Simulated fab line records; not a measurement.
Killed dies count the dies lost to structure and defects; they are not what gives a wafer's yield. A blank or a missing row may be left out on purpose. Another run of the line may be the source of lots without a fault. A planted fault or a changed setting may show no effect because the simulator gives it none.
Matching of chambers    flow gf180mcu    4 sister chambers for GF_V4_CMP_04 on cmp-01
The step polishes SiO2. 4 wafers are shown with their chamber, then 12 later ones without.

## WAFERS PAIRED WITH THEIR CHAMBERS
wafer   chamber  motor_current_A (A)
L086.5  1        10.3
L089.2  2        13.0
L088.2  0        11.4
L088.5  3        13.7

## WAFERS WITH NO CHAMBER GIVEN
wafer   motor_current_A (A)
L092.2  10.7
L092.4  13.3
L092.5  14.1
L095.1  14.2
L095.4  14.0
L095.5  13.5
L097.1  14.6
L097.5  11.0
L097.6  13.5
L096.1  13.7
L096.2  11.1
L096.6  10.2

## THE CHAMBER EACH PASSED THROUGH
wafer    from the rows above       in truth
L092.2   can't be placed: 1 or 0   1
L092.4   can't be placed: 2 or 3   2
L092.5   can't be placed: 3 or 2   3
L095.1   can't be placed: 3 or 2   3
L095.4   can't be placed: 3 or 2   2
L095.5   can't be placed: 3 or 2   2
L097.1   can't be placed: 3 or 2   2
L097.5   can't be placed: 0 or 1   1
L097.6   can't be placed: 3 or 2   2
L096.1   can't be placed: 3 or 2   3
L096.2   can't be placed: 0 or 1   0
L096.6   1                         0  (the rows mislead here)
Correctly placed: 0 of 12. From these rows, 11 cannot be placed; in 11 the true chamber is one of the candidates. Wrongly placed: 1.
How it was worked out, from the rows above alone: a wafer's distance from a chamber is the root of the sum, over the readings, of the square of ((its reading less the chamber's mean) divided by the reading's scatter). If the next closest chamber is less than 2 further off than the closest, the wafer can't be placed; otherwise it belongs to the closest. The mean given for a chamber averages the wafers shown for that chamber. The scatter (one wafer shown for each chamber): square how far every hidden wafer sits from the nearest shown wafer, average those squares and take the square root.
